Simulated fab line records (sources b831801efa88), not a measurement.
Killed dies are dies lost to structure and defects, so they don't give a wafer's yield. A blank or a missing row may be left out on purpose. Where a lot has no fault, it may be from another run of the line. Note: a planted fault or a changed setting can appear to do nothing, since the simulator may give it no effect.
Which tool is to blame? | flow sfqLine | 14 lots, 42 wafers sampled, at 6 steps of a route of 325

## WHAT EACH GAUGE READ, for each wafer
SFQ_I6_OVL_MEAS_942. Usual: I6_OVL typically reads -4 nm, with standard deviation 5.7.
lot  | measured     | on         | I6_OVL (nm) | flag
L926 | day 65 12:07 | overlay-01 | -6 -1 -6    | 
L927 | day 67 08:31 | overlay-02 | -6 1 -1     | 
L928 | day 71 03:45 | overlay-02 | 0 -3 0      | 
L930 | day 73 03:45 | overlay-02 | 3 1 0       | 
L931 | day 73 13:22 | overlay-02 | -3 -1 0     | 
L932 | day 73 15:46 | overlay-02 | -8 -5 1     | 
L933 | day 73 19:21 | overlay-02 | 2 6 6       | 
L934 | day 73 20:34 | overlay-02 | -4 4 -4     | 
L935 | day 73 21:45 | overlay-02 | 5 4 6       | 
L936 | day 73 22:57 | overlay-02 | -10 -7 -7   | 
L943 | day 75 00:09 | overlay-02 | -6 -2 -5    | 
L946 | day 75 07:22 | overlay-01 | -1 -2 -3    | 
L948 | day 75 09:45 | overlay-01 | -6 -10 -7   | 
L949 | day 75 12:10 | overlay-01 | 0 -8 -9     | 

SFQ_M7_OVL_MEAS_945. Usual: M7_OVL typically reads 2 nm, with standard deviation 5.
lot  | measured     | on         | M7_OVL (nm) | flag
L926 | day 69 22:59 | overlay-01 | 5 2 1       | 
L927 | day 71 03:46 | overlay-01 | 0 4 3       | 
L928 | day 74 08:22 | overlay-01 | 4 2 0       | 
L930 | day 76 18:03 | overlay-02 | 5 -5 -10    | 
L931 | day 77 01:16 | overlay-02 | -1 9 7      | 
L932 | day 77 02:28 | overlay-01 | 1 4 4       | 
L933 | day 77 08:35 | overlay-02 | -1 2 3      | 
L934 | day 77 09:47 | overlay-01 | 15 13 8     | 
L935 | day 77 10:59 | overlay-01 | 10 7 7      | 
L936 | day 77 13:23 | overlay-02 | 1 8 5       | 
L943 | day 78 18:11 | overlay-01 | 7 12 2      | 
L946 | day 79 03:55 | overlay-02 | 1 -3 7      | 
L948 | day 79 08:42 | overlay-01 | 2 8 6       | 
L949 | day 79 11:07 | overlay-02 | 3 3 -1      | 

SFQ_M8_RS_MEAS_949: the measuring method here is four-point-probe. Usual: M8_AU_RS typically reads 0.1536 ohm/sq, with standard deviation 0.0015.
lot  | measured     | on           | M8_AU_RS (ohm/sq)    | flag
L926 | day 76 05:38 | filmMetro-04 | 0.1539 0.1543 0.1544 | 
L927 | day 76 21:13 | filmMetro-04 | 0.1539 0.1527 0.1536 | 
L928 | day 77 09:01 | filmMetro-02 | 0.1553 0.1559 0.1545 | 
L930 | day 77 18:26 | filmMetro-04 | 0.1539 0.1533 0.1535 | 
L931 | day 77 19:39 | filmMetro-02 | 0.1541 0.1544 0.1539 | 
L932 | day 77 20:51 | filmMetro-02 | 0.1536 0.1554 0.1544 | 
L933 | day 78 02:50 | filmMetro-02 | 0.1551 0.1528 0.1529 | 
L934 | day 78 04:48 | filmMetro-04 | 0.1530 0.1536 0.1536 | 
L935 | day 78 06:26 | filmMetro-04 | 0.1549 0.1520 0.1519 | 
L936 | day 78 07:38 | filmMetro-03 | 0.1565 0.1548 0.1563 | 
L943 | day 80 11:05 | filmMetro-03 | 0.1553 0.1556 0.1558 | 
L946 | day 80 17:07 | filmMetro-04 | 0.1411 0.1498 0.1395 | OFF
L948 | day 80 19:29 | filmMetro-02 | 0.1551 0.1430 0.1425 | OFF
L949 | day 80 20:44 | filmMetro-04 | 0.1553 0.1529 0.1534 | 

SFQ_M8_THK_MEAS_950: measures by xrf. Usual: M8_AU_THK typically reads 184.4 nm, with standard deviation 1.8.
lot  | measured     | on           | M8_AU_THK (nm)    | flag
L926 | day 76 05:45 | filmMetro-04 | 184.1 184.7 183.6 | 
L927 | day 76 21:20 | filmMetro-04 | 184.0 186.1 184.6 | 
L928 | day 77 09:08 | filmMetro-02 | 182.4 181.1 182.9 | 
L930 | day 77 18:33 | filmMetro-04 | 185.0 184.6 185.0 | 
L931 | day 77 19:46 | filmMetro-02 | 183.5 183.8 183.8 | 
L932 | day 77 20:58 | filmMetro-02 | 183.6 182.2 183.4 | 
L933 | day 78 02:57 | filmMetro-02 | 182.3 184.7 184.2 | 
L934 | day 78 04:55 | filmMetro-04 | 183.8 183.4 183.0 | 
L935 | day 78 06:33 | filmMetro-04 | 180.8 184.9 185.2 | 
L936 | day 78 07:45 | filmMetro-03 | 182.0 183.6 182.5 | 
L943 | day 80 11:13 | filmMetro-03 | 181.6 182.1 180.9 | 
L946 | day 80 17:13 | filmMetro-04 | 199.9 188.0 202.8 | OFF
L948 | day 80 19:37 | filmMetro-02 | 184.0 198.8 198.8 | OFF
L949 | day 80 20:50 | filmMetro-04 | 181.5 185.2 184.5 | 

## TOOL THAT RAN EACH LOT (tool first, then ch and the chambers of the sampled wafers, then the start)
lot  | SFQ_TRILAYER_I5_BARC_OPEN_VIA_ETCH_200 | SFQ_TRILAYER_M8_DEP_EVAP_196
L926 | rieDiel-02 ch 0,1, day 58 14:20        | pvdSputter-01, day 76 05:07
L927 | rieDiel-03 ch 0,1,3, day 58 15:32      | pvdSputter-02, day 76 20:43
L928 | rieDiel-02 ch 0,3, day 58 16:44        | pvdSputter-01, day 77 08:31
L930 | rieDiel-04 ch 0,1,2, day 61 10:50      | pvdSputter-01, day 77 17:55
L931 | rieDiel-03 ch 0,2,3, day 61 12:02      | pvdSputter-02, day 77 19:07
L932 | rieDiel-02 ch 1,2,3, day 61 13:14      | pvdSputter-01, day 77 20:19
L933 | rieDiel-04 ch 1,2, day 61 14:26        | pvdSputter-02, day 78 02:19
L934 | rieDiel-03 ch 0,2,3, day 61 15:38      | pvdSputter-01, day 78 03:44
L935 | rieDiel-02 ch 0,1,3, day 61 16:50      | pvdSputter-02, day 78 05:55
L936 | rieDiel-04 ch 1,2,3, day 61 18:02      | pvdSputter-01, day 78 07:07
L943 | rieDiel-03 ch 0,1, day 68 04:43        | pvdSputter-02, day 80 10:35
L946 | rieDiel-02 ch 1,2,3, day 68 14:19      | pvdSputter-01, day 80 16:35
L948 | rieDiel-03 ch 0,1,3, day 68 18:01      | pvdSputter-01, day 80 18:59
L949 | rieDiel-04 ch 0,2, day 69 01:19        | pvdSputter-02, day 80 20:11
- SFQ_TRILAYER_I5_BARC_OPEN_VIA_ETCH_200: etches BARC in O2, target depth 125 nm, time 41.7 s.
- SFQ_TRILAYER_M8_DEP_EVAP_196: material Au, target thk 180 nm, time 900 s.

## WHAT THE TOOLS THEMSELVES READ (means of the sampled wafers that have a number; where no wafer has one, the mark that the record gives instead)
SFQ_TRILAYER_I5_BARC_OPEN_VIA_ETCH_200. Usual: drypumpMotorCurrentA 5.5 A, standard deviation 0.42; oesProductAu 0.685 a.u., standard deviation 0.0046.
lot  | tool       | drypumpMotorCurrentA (A) | oesProductAu (a.u.) | flag
L926 | rieDiel-02 | 5.4                      | 0.684               | 
L927 | rieDiel-03 | 5.8                      | 0.687               | 
L928 | rieDiel-02 | 5.3                      | 0.682               | 
L930 | rieDiel-04 | 5.2                      | 0.684               | 
L931 | rieDiel-03 | 5.5                      | 0.686               | 
L932 | rieDiel-02 | 5.6                      | 0.684               | 
L933 | rieDiel-04 | 5.4                      | 0.686               | 
L934 | rieDiel-03 | 5.5                      | 0.688               | 
L935 | rieDiel-02 | 5.3                      | 0.685               | 
L936 | rieDiel-04 | 5.6                      | 0.688               | 
L943 | rieDiel-03 | 5.9                      | 0.681               | 
L946 | rieDiel-02 | 5.6                      | 0.684               | 
L948 | rieDiel-03 | 5.7                      | 0.691               | 
L949 | rieDiel-04 | 5.0                      | 0.685               | 

## THE ANSWER, worked out from the rows above alone
Rule: take the mean of a lot's wafers that have a number; if it is more than 3 standard deviations from the usual mean, the lot is off. Also off: a lot with no number at a reading for which 4 or more lots have one. All remaining lots with rows at the step are treated as sound. The gauges are gone through in route order, then the tools' own readings, and for those a lot's mean is taken as printed above. The first step at which some lot is off is used, and at that step the reading that is off furthest; a lot without a number counts as furthest.
Off: L946, L948, seen at SFQ_M8_RS_MEAS_949 (M8_AU_RS).
If a tool, at a process step before that reading, ran all the lots that are off and no sound lot after the first of them, it fits. The gauges at SFQ_M8_RS_MEAS_949 are tried like those tools. One candidate fits, namely pvdSputter-01 at SFQ_TRILAYER_M8_DEP_EVAP_196. A fault onset in the window from L936 (day 78 07:07, its last sound lot) to L946 (day 80 16:35, its first lot off) fits.

## WHAT THE SIMULATOR PUT IN
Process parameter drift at SFQ_TRILAYER_M8_DEP_EVAP_196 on pvdSputter-01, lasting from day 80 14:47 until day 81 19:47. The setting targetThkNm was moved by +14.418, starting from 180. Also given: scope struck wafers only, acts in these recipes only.
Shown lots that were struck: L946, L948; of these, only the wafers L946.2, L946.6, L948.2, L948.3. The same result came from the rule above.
